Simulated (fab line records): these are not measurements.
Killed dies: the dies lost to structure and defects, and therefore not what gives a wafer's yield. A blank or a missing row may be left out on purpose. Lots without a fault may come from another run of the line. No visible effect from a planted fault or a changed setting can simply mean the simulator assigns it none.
The tool behind it: which one? :: flow gf180mcu :: 7 lots with 20 wafers sampled at 2 steps, on a route of 602 steps

== WHAT THE GAUGES READ, wafer by wafer ==
GF_VT_IMPLANT_OVL_MEAS_40.
lot: L836
measured: day 7 17:15
on: overlay-02
VT_IMPLANT_03_OVL (nm): 2.0 1.5 0.8

lot: L839
measured: day 8 15:05
on: overlay-01
VT_IMPLANT_03_OVL (nm): -0.4 0.7 -0.7

lot: L842
measured: day 9 14:10
on: overlay-02
VT_IMPLANT_03_OVL (nm): -4.2 -0.6 -0.8

lot: L844
measured: day 9 21:51
on: overlay-02
VT_IMPLANT_03_OVL (nm): -3.6 -3.8 -5.5

lot: L848
measured: day 11 04:54
on: overlay-01
VT_IMPLANT_03_OVL (nm): - -2.2

lot: L852
measured: day 12 08:49
on: overlay-01
VT_IMPLANT_03_OVL (nm): -1.3 -2.5 -1.2

lot: L855
measured: day 13 04:19
on: overlay-01
VT_IMPLANT_03_OVL (nm): 2.3 1.6 1.3

== TOOL THAT RAN EACH LOT (tool first, then ch and the chambers of the sampled wafers, then the start) ==
lot: L836
GF_VT_IMPLANT_DEVELOP_39: litho-track-03 ch 0, day 7 17:10

lot: L839
GF_VT_IMPLANT_DEVELOP_39: litho-track-03 ch 0, day 8 14:56

lot: L842
GF_VT_IMPLANT_DEVELOP_39: litho-track-01 ch 0, day 9 14:02

lot: L844
GF_VT_IMPLANT_DEVELOP_39: litho-track-02 ch 0, day 9 21:43

lot: L848
GF_VT_IMPLANT_DEVELOP_39: litho-track-02 ch 0, day 11 04:46

lot: L852
GF_VT_IMPLANT_DEVELOP_39: litho-track-01 ch 0, day 12 08:40

lot: L855
GF_VT_IMPLANT_DEVELOP_39: litho-track-01 ch 0, day 13 04:11
- GF_VT_IMPLANT_DEVELOP_39: develop time 60 s.

== THE ANSWER, worked out from the rows above alone ==
Rule: the usual values come from the lots themselves. The widest of any qualifying gaps counts: lots, ordered by their means at a reading, are off when they make up no more than a third of the lots, leave a main group of 4 or more, and stand apart from it by 3 or more times the standard deviation of that group's means. A main group whose means are all the same, to the digits that the tables above print for the reading, isn't used. Also off: a lot with no number at a reading for which 4 or more lots have one. Where the step has rows for the other lots, those lots are counted as sound.
No lot is off at any reading shown: from this, nothing can be told.

== WHAT THE SIMULATOR HAD PUT IN ==
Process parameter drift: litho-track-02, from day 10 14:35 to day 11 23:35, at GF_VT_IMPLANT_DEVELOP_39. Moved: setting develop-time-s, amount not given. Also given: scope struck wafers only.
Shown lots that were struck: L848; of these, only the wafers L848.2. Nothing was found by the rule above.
